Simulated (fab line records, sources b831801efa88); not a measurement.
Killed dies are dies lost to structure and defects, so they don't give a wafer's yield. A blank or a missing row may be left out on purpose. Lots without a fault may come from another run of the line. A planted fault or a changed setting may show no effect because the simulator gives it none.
Which tool did it? | flow sky130 | 6 lots, 17 wafers sampled, at 4 steps of a route of 708

WHAT THE GAUGES READ, wafer by wafer
SKY_VIA2_THK_MEAS_01.
lot  | measured     | on            | VIA2_HDPCVD_THK (nm)
L404 | day 37 07:29 | film_metro-04 | 1183 1182 1166
L413 | day 39 13:58 | film_metro-03 | 1201 1303
L418 | day 40 20:46 | film_metro-01 | 1184 1202 1186
L420 | day 41 14:23 | film_metro-04 | 1181 1189 1192
L422 | day 42 00:55 | film_metro-03 | 1193 1185 1189
L425 | day 42 14:50 | film_metro-04 | 1183 1164 1189

WHICH TOOL RAN EACH LOT (tool, then ch and the chambers of the sampled wafers, then the start)
lot  | SKY_METAL2_SPUTTER_00        | SKY_METAL2_SPUTTER_02        | SKY_VIA2_HDPCVD_00
L404 | pvd_sputter-03, day 36 03:26 | pvd_sputter-03, day 36 03:29 | hdpcvd-02 ch 0,1,2, day 37 07:22
L413 | pvd_sputter-01, day 38 11:10 | pvd_sputter-01, day 38 11:13 | hdpcvd-02 ch 1,2, day 39 13:51
L418 | pvd_sputter-01, day 39 18:44 | pvd_sputter-01, day 39 18:47 | hdpcvd-01 ch 0,1, day 40 20:37
L420 | pvd_sputter-01, day 40 12:10 | pvd_sputter-01, day 40 12:13 | hdpcvd-01 ch 0,2, day 41 14:14
L422 | pvd_sputter-01, day 40 23:48 | pvd_sputter-01, day 40 23:50 | hdpcvd-01 ch 0,1,2, day 42 00:46
L425 | pvd_sputter-02, day 41 13:09 | pvd_sputter-02, day 41 13:12 | hdpcvd-02 ch 0,1,2, day 42 14:42
- SKY_METAL2_SPUTTER_00: material Ti, target thk 15 nm, time 10 s.
- SKY_METAL2_SPUTTER_02: material AlCu, target thk 250 nm, time 13.3 s.
- SKY_VIA2_HDPCVD_00: deposits SiO2, target thk 1180 nm, time 196.7 s.

THE ANSWER, worked out from the rows above alone
Rule: what is usual is taken from the lots themselves. Put in order of their means at a reading, lots are off if they are a third of the lots or fewer, leave a main group of 4 or more, and stand apart from it by a gap of 3 or more times the standard deviation of the main group's means; of several such gaps the widest counts. A main group whose means are all the same, to the digits that the tables above print for the reading, isn't used. A lot without any number at a reading at which 4 lots or more have one is off too. The other lots that the step has rows for count as sound.
Off: L413, at SKY_VIA2_THK_MEAS_01 (VIA2_HDPCVD_THK). The main group: mean 1185 nm, standard deviation 5.6.
A tool fits if, at a process step before that reading, it ran every lot that is off, and no sound lot after the first of them. The gauges at SKY_VIA2_THK_MEAS_01 are tried like those tools. None of those tried fits.

WHAT THE SIMULATOR HAD PUT IN
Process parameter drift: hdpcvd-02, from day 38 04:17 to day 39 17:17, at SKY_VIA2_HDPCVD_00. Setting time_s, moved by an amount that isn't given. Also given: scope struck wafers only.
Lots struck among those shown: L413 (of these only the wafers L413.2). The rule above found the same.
